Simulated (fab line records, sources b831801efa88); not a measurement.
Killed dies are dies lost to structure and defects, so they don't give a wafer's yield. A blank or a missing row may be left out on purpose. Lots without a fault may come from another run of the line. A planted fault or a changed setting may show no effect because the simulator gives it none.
Which tool did it? | flow gf180mcu | 13 lots, 39 wafers sampled, at 3 steps of a route of 602

WHAT THE GAUGES READ, wafer by wafer
GF_HV_LDD_TW_MEAS_38.
lot  | measured     | on            | HV_LDD_3_TW
L661 | day 11 11:47 | film_metro-04 | 1443 1435 1444
L663 | day 12 09:56 | film_metro-04 | 1437 1444 1429
L664 | day 12 10:41 | film_metro-03 | 1430 1430 1427
L665 | day 12 17:40 | film_metro-01 | 1444 1441 1449
L666 | day 13 08:44 | film_metro-03 | 1439 1421 1432
L667 | day 13 14:17 | film_metro-04 | 1435 1431 1435
L669 | day 14 20:50 | film_metro-01 | 1453 1445 1449
L670 | day 14 23:47 | film_metro-03 | 1441 1451 1451
L679 | day 18 05:38 | film_metro-03 | 1442 1446 1441
L680 | day 18 11:02 | film_metro-03 | 1439 1440 1441
L682 | day 18 18:41 | film_metro-01 | 1428 1445 1427
L681 | day 18 20:21 | film_metro-03 | 1441 1448 1446
L683 | day 19 12:16 | film_metro-03 | 1442 1437 1439

GF_CONTACT_THK_MEAS_01.
lot  | measured     | on            | CONTACT_CVD_00_THK (nm)
L661 | day 15 00:32 | film_metro-04 | 301 298 299
L663 | day 16 00:11 | film_metro-03 | 294 293 296
L664 | day 16 02:39 | film_metro-01 | 297 297 299
L665 | day 16 09:04 | film_metro-01 | 293 295 296
L666 | day 17 01:05 | film_metro-04 | 293 296 299
L667 | day 17 08:13 | film_metro-04 | 301 298 297
L669 | day 18 17:07 | film_metro-03 | 448 300 302
L670 | day 18 22:36 | film_metro-01 | 301 302 446
L679 | day 22 09:44 | film_metro-01 | 298 298 297
L680 | day 22 15:13 | film_metro-03 | 300 302 304
L682 | day 22 22:19 | film_metro-03 | 295 293 294
L681 | day 23 01:29 | film_metro-04 | 301 295 304
L683 | day 23 15:27 | film_metro-01 | 301 297 305

WHICH TOOL RAN EACH LOT (tool, then ch and the chambers of the sampled wafers, then the start)
lot  | GF_CONTACT_CVD_00
L661 | hdpcvd-01 ch 1,2, day 15 00:29
L663 | hdpcvd-01 ch 0,1,2, day 16 00:08
L664 | hdpcvd-01 ch 0,2, day 16 02:35
L665 | hdpcvd-01 ch 0,1, day 16 09:02
L666 | hdpcvd-01 ch 1,2, day 17 01:02
L667 | hdpcvd-02 ch 0,2, day 17 08:09
L669 | hdpcvd-01 ch 0,1, day 18 17:04
L670 | hdpcvd-01 ch 0,1,2, day 18 22:32
L679 | hdpcvd-02 ch 0,2, day 22 09:41
L680 | hdpcvd-01 ch 0,1, day 22 15:08
L682 | hdpcvd-01 ch 0,1, day 22 22:14
L681 | hdpcvd-01 ch 0,1, day 23 01:25
L683 | hdpcvd-01 ch 0,1, day 23 15:23
- GF_CONTACT_CVD_00: deposits SiO2, target thk 300 nm, time 50 s.

WHAT THE TOOLS THEMSELVES READ (means of the sampled wafers that have a number; where no wafer has one, the mark that the record gives instead)
GF_CONTACT_CVD_00.
lot  | tool      | sih4_flow_sccm (sccm)
L661 | hdpcvd-01 | 59.81
L663 | hdpcvd-01 | 59.81
L664 | hdpcvd-01 | 59.98
L665 | hdpcvd-01 | 59.92
L666 | hdpcvd-01 | 59.99
L667 | hdpcvd-02 | 60.04
L669 | hdpcvd-01 | 70.06
L670 | hdpcvd-01 | 69.97
L679 | hdpcvd-02 | 60.04
L680 | hdpcvd-01 | 60.06
L682 | hdpcvd-01 | 59.95
L681 | hdpcvd-01 | 59.89
L683 | hdpcvd-01 | 59.93

THE ANSWER, worked out from the rows above alone
Rule: what is usual is taken from the lots themselves. Put in order of their means at a reading, lots are off if they are a third of the lots or fewer, leave a main group of 4 or more, and stand apart from it by a gap of 3 or more times the standard deviation of the main group's means; of several such gaps the widest counts. A main group whose means are all the same, to the digits that the tables above print for the reading, isn't used. A lot without any number at a reading at which 4 lots or more have one is off too. The other lots that the step has rows for count as sound. The gauges are gone through in route order, then the tools' own readings, and for those a lot's mean is taken as printed above. The first step at which some lot is off is used, and at that step the reading that is off furthest; a lot without a number counts as furthest.
Off: L669, L670, at GF_CONTACT_THK_MEAS_01 (CONTACT_CVD_00_THK). The main group: mean 298 nm, standard deviation 2.6.
A tool fits if, at a process step before that reading, it ran every lot that is off, and no sound lot after the first of them. The gauges at GF_CONTACT_THK_MEAS_01 aren't tried: what is off there is off at GF_CONTACT_CVD_00 too, on other tools, and a gauge's error can't cause that. None of those tried fits.

WHAT THE SIMULATOR HAD PUT IN
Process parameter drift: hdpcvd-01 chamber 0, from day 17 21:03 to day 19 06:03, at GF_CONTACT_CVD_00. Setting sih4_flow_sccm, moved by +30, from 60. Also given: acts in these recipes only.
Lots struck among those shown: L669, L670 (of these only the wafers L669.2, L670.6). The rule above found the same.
